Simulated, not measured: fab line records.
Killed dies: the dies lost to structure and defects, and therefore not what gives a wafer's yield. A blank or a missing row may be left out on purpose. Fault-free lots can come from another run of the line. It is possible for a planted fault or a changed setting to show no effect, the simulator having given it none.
Split-lot trial + flow sfq-line + 5 lots, 23 wafers read, on a route of 325 steps

== THE SPLIT ==
At SFQ_TRILAYER_M7_DEP_SPUTTER_175 (material Nb, target thk 200 nm, time 133.3 s), the setting power-w was moved away from the recipe's 2000 W on 11 of the 23 wafers read, by -7.2% to +8.7%. The other wafers ran this setting at the recipe's value.

== FROM THE SPLIT TO THE READING: what the file shows between them, 6 steps ==
- SFQ_M7_RS_MEAS_943: measures by four-point-probe
- SFQ_TRILAYER_M7_LITHO_COAT_177: resist thk 600 nm (also split here: resist-thk-nm)
- SFQ_TRILAYER_M7_LITHO_SOFTBAKE_181
- SFQ_TRILAYER_M7_LITHO_EXPOSE_178: exposes mask M7, target cd 500 nm
- SFQ_TRILAYER_M7_LITHO_DEVELOP_179: time 60 s
- SFQ_TRILAYER_M7_BARC_OPEN_METAL_ETCH_229: etches BARC in O2, target depth 125 nm, time 41.7 s

== THE READING ==
oes-product-au, in a.u., at SFQ_TRILAYER_M7_ETCH_METAL_ETCH_180 (etches Nb in Cl2/Ar, stops on SiO2, target depth 240 nm, time 120 s). A value of 0.891 a.u. with a standard deviation of 0.0086 a.u. is what fault-free wafers of this fab line usually give.

| wafer  | tool, chamber at the split | power-w as run, W | against the recipe | oes-product-au, a.u. | against lot-mates on the recipe |
|--------|----------------------------|-------------------|--------------------|----------------------|---------------------------------|
| L074.1 | pvd-sputter-03, -          | 2000              | recipe             | 0.890                | -                               |
| L074.4 | pvd-sputter-03, -          | 2000              | recipe             | 0.897                | -                               |
| L074.5 | pvd-sputter-03, -          | 2000              | recipe             | 0.890                | -                               |
| L076.1 | pvd-sputter-05, -          | 2000              | recipe             | 0.889                | -                               |
| L076.2 | pvd-sputter-05, -          | 2000              | recipe             | 0.891                | -                               |
| L076.3 | pvd-sputter-05, -          | 2157              | +7.9%              | 0.950                | +0.057                          |
| L076.4 | pvd-sputter-05, -          | 2000              | recipe             | 0.899                | -                               |
| L076.5 | pvd-sputter-05, -          | 2157              | +7.9%              | 0.941                | +0.048                          |
| L079.1 | pvd-sputter-05, -          | 2000              | recipe             | 0.886                | -                               |
| L079.2 | pvd-sputter-05, -          | 2174              | +8.7%              | 0.932                | +0.043                          |
| L079.3 | pvd-sputter-05, -          | 2000              | recipe             | 0.892                | -                               |
| L079.4 | pvd-sputter-05, -          | 2174              | +8.7%              | 0.927                | +0.038                          |
| L079.6 | pvd-sputter-05, -          | 2174              | +8.7%              | 0.909                | +0.020                          |
| L080.1 | pvd-sputter-06, -          | 2175              | +8.7%              | 0.940                | +0.056                          |
| L080.2 | pvd-sputter-06, -          | 2000              | recipe             | 0.879                | -                               |
| L080.4 | pvd-sputter-06, -          | 2000              | recipe             | 0.889                | -                               |
| L080.5 | pvd-sputter-06, -          | 2175              | +8.7%              | 0.924                | +0.040                          |
| L080.6 | pvd-sputter-06, -          | 2175              | +8.7%              | 0.930                | +0.046                          |
| L084.1 | pvd-sputter-06, -          | 2000              | recipe             | 0.886                | -                               |
| L084.2 | pvd-sputter-06, -          | 2000              | recipe             | 0.889                | -                               |
| L084.3 | pvd-sputter-06, -          | 1856              | -7.2%              | 0.858                | -0.029                          |
| L084.4 | pvd-sputter-06, -          | 1856              | -7.2%              | 0.854                | -0.033                          |
| L084.5 | pvd-sputter-06, -          | 1856              | -7.2%              | 0.845                | -0.042                          |

FIT RESULTS
A straight line over all 23 wafers: oes-product-au changes by +0.00496 a.u. for each +1% of power-w; r = +0.95; the points scatter about the line by 0.0091 a.u.
The same after taking each lot's own level away (the mean of its wafers on the recipe; 23 wafers): +0.00501 a.u. for each +1%; r = +0.96; scatter 0.0081 a.u.
On that fit, the largest move of power-w shifts the reading by 0.044 a.u.
The span of the lots' own levels, 0.8840 to 0.8930 a.u., comes to 1.0 times the standard deviation stated above.
The two slopes agree, so the slope changes little with the lot-to-lot level.
Check: for one of the wafers moved furthest among these (+8.7%), held out of the fit, the line's prediction against its lot-mates is +0.0428 a.u. Against them it came out at +0.056 a.u.

== OTHER SPLITS APPLIED TO THESE WAFERS ==
Other splits were also applied to these wafers ahead of the reading. Each is held against what the fit with the lots' levels taken away leaves over:
| other split on the same wafers               | wafers away from the commonest value | r with oes-product-au (lot level and that fit taken away) |
|----------------------------------------------|--------------------------------------|-----------------------------------------------------------|
| SFQ_TRILAYER_C5_LITHO_EXPOSE_152 dose-mj     | 7                                    | +0.13                                                     |
| SFQ_TRILAYER_M6_LITHO_COAT_164 resist-thk-nm | 8                                    | -0.14                                                     |
| SFQ_TRILAYER_M6_LITHO_PEB_162 peb-time-s     | 8                                    | -0.04                                                     |
| SFQ_TRILAYER_M6_ETCH_METAL_ETCH_162 time-s   | 7                                    | -0.10                                                     |
| SFQ_TRILAYER_M7_LITHO_COAT_177 resist-thk-nm | 11                                   | +0.06                                                     |

== THE WHOLE CHAIN: every reading that the file lists as answering this split, in the file's order ==
| step                                | what it does                                                        | reading                                                                                   | change (the file's fit)                   | r (the file's) |
|-------------------------------------|---------------------------------------------------------------------|-------------------------------------------------------------------------------------------|-------------------------------------------|----------------|
| SFQ_TRILAYER_M7_DEP_SPUTTER_175     | material Nb, target thk 200 nm, time 133.3 s                        | Nb_of_TRILAYER_M7_DEP_SPUTTER_175.thk-nm (the simulator's own value, which no gauge read) | +2.02 nm for each +1% of the setting      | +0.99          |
| SFQ_M7_RS_MEAS_943                  | measures by four-point-probe                                        | M7_NB_RS                                                                                  | -0.00879 for each +1% of the setting      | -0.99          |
| SFQ_TRILAYER_M7_ETCH_METAL_ETCH_180 | etches Nb in Cl2/Ar, stops on SiO2, target depth 240 nm, time 120 s | oes-product-au                                                                            | +0.00516 a.u. for each +1% of the setting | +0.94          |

== FILE'S OWN FIT ==
oes-product-au changes by +0.00516 a.u. for each +1% of power-w, r = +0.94.
